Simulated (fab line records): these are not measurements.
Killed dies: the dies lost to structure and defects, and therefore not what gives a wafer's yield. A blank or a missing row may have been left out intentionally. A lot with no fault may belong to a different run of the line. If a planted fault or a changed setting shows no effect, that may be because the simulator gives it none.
Matching of chambers + flow gf180mcu + GF_V2_CVD_02 on pecvd-02: 3 sister chambers
The step deposits SiO2 from TEOS, target thk 850 nm, time 94.851 s. 3 wafers are shown with their chamber, then 11 later ones without.

## WAFERS PAIRED WITH THEIR CHAMBERS
| wafer  | chamber | heater power w (W) |
|--------|---------|--------------------|
| L080.2 | 1       | 673                |
| L084.6 | 2       | 757                |
| L086.1 | 0       | 747                |

## WAFERS MISSING THEIR CHAMBER
| wafer  | heater power w (W) |
|--------|--------------------|
| L086.3 | 704                |
| L086.4 | 759                |
| L089.1 | 625                |
| L089.3 | 652                |
| L089.4 | 686                |
| L091.2 | 584                |
| L091.4 | 743                |
| L091.6 | 636                |
| L096.2 | 732                |
| L096.3 | 565                |
| L096.4 | 758                |

## EACH ONE'S CHAMBER
| wafer  | from the rows above          | in truth |
|--------|------------------------------|----------|
| L086.3 | can't be placed: 1 or 0 or 2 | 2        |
| L086.4 | can't be placed: 2 or 0 or 1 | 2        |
| L089.1 | can't be placed: 1 or 0 or 2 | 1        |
| L089.3 | can't be placed: 1 or 0 or 2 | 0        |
| L089.4 | can't be placed: 1 or 0 or 2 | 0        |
| L091.2 | can't be placed: 1 or 0 or 2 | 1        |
| L091.4 | can't be placed: 0 or 2 or 1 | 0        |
| L091.6 | can't be placed: 1 or 0 or 2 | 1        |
| L096.2 | can't be placed: 0 or 2 or 1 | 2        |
| L096.3 | can't be placed: 1 or 0 or 2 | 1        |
| L096.4 | can't be placed: 2 or 0 or 1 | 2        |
Correctly placed: 0 of 11. Not placeable from these rows: 11 (in 11, the candidates include the true chamber). 0 placed wrongly.
How it was worked out, from the rows above alone: a wafer's distance from a chamber is the root of the sum, over the readings, of the square of ((its reading less the chamber's mean) divided by the reading's scatter). If the next closest chamber is less than 2 further off than the closest, the wafer can't be placed; otherwise it belongs to the closest. A chamber's mean is the mean of its shown wafers. The scatter (one wafer shown for each chamber): square how far every hidden wafer sits from the nearest shown wafer, average those squares and take the square root.
